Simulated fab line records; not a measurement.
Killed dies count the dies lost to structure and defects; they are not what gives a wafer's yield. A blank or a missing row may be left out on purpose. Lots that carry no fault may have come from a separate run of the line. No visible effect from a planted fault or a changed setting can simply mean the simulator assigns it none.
Chamber matching    flow sky130    SKY_VIA4_CMP_21 on cmp-02 has 4 sister chambers
The step polishes, stops on SiO2, t overpolish 25 s, target thk 0 nm. 36 wafers are shown with their chamber, then 12 later ones without.

## WAFERS PAIRED WITH THEIR CHAMBERS
wafer   chamber  motor-current-A (A)  time-to-endpoint-s (s)  overpolish-run-s (s)
L076.2  1        10.7                 127                     25.000
L076.4  0        10.8                 125                     24.993
L076.5  2        12.3                 122                     25.004
L077.1  1        10.3                 131                     24.998
L077.2  0        11.9                 127                     24.996
L077.5  0        11.0                 132                     25.003
L079.1  0        10.7                 130                     25.025
L079.2  3        11.5                 131                     25.023
L079.5  1        10.4                 131                     25.007
L080.1  0        10.7                 130                     25.006
L080.2  3        10.9                 122                     24.995
L080.3  1        11.0                 128                     24.992
L078.1  2        11.8                 117                     24.974
L078.4  3        11.3                 127                     25.003
L078.6  1        10.7                 132                     24.992
L081.1  3        10.7                 124                     25.005
L081.3  2        11.6                 116                     24.987
L081.4  1        10.5                 128                     24.994
L082.1  1        10.8                 125                     25.012
L082.2  2        12.6                 120                     25.007
L082.4  0        11.8                 129                     25.004
L084.1  1        10.1                 138                     25.010
L084.3  0        11.1                 133                     25.007
L084.4  3        11.4                 132                     25.007
L086.2  3        11.3                 124                     24.991
L086.4  2        12.9                 115                     25.012
L086.5  3        11.0                 123                     24.996
L087.4  0        10.9                 126                     24.997
L087.5  1        10.9                 130                     24.982
L087.6  2        11.6                 119                     24.995
L088.1  2        11.8                 115                     25.007
L088.5  3        11.4                 119                     25.004
L088.6  0        10.7                 125                     24.988
L093.1  0        10.9                 124                     25.013
L093.5  2        11.9                 121                     24.990
L093.6  3        11.2                 119                     24.983

SIGNATURES, as means of the wafers listed above
reading             chamber 0  chamber 1  chamber 2  chamber 3  scatter within a chamber
motor-current-A     11.050     10.600     12.062     11.189     0.382
time-to-endpoint-s  128.10     130.00     118.12     124.56     3.66
overpolish-run-s    25.00320   24.99856   24.99700   25.00078   0.0111
Rule: a wafer lies at a distance from a chamber equal to the root of the sum of squares, over the readings, of (its reading less the chamber's mean, divided by the reading's scatter). The wafer belongs to the nearest chamber; if the next one is less than 2 further off, it can't be placed. The scatter: the root of (the sum of the squares of (reading less its chamber's mean) over the shown wafers, divided by (wafers less chambers)).

## WAFERS MISSING THEIR CHAMBER
wafer   motor-current-A (A)  time-to-endpoint-s (s)  overpolish-run-s (s)
L094.1  11.6                 118                     25.004
L094.2  11.4                 126                     25.005
L094.6  11.6                 125                     24.986
L095.1  11.7                 120                     24.997
L095.2  10.6                 120                     24.996
L095.4  12.1                 115                     24.997
L097.1  10.6                 118                     24.984
L097.2  10.9                 117                     24.987
L097.3  11.7                 113                     24.995
L097.4  10.2                 119                     24.994
L097.5  11.0                 119                     25.012
L097.6  10.8                 118                     25.001

## CHAMBER TAKEN BY EACH
wafer   from the rows above                in truth
L094.1  can't be placed: 2 or 3 or 0       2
L094.2  can't be placed: 3 or 0 or 1       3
L094.6  can't be placed: 3 or 0 or 2 or 1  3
L095.1  can't be placed: 2 or 3 or 0       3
L095.2  can't be placed: 3 or 0 or 1 or 2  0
L095.4  2                                  2
L097.1  can't be placed: 3 or 0 or 1 or 2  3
L097.2  can't be placed: 3 or 2 or 0 or 1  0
L097.3  can't be placed: 2 or 3            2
L097.4  can't be placed: 3 or 1 or 0 or 2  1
L097.5  can't be placed: 3 or 0 or 2 or 1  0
L097.6  can't be placed: 3 or 0 or 2 or 1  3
Placed correctly: 1 of 12. Can't be placed from these rows: 11 (the true chamber is among the candidates in 11). Wrongly placed: 0.
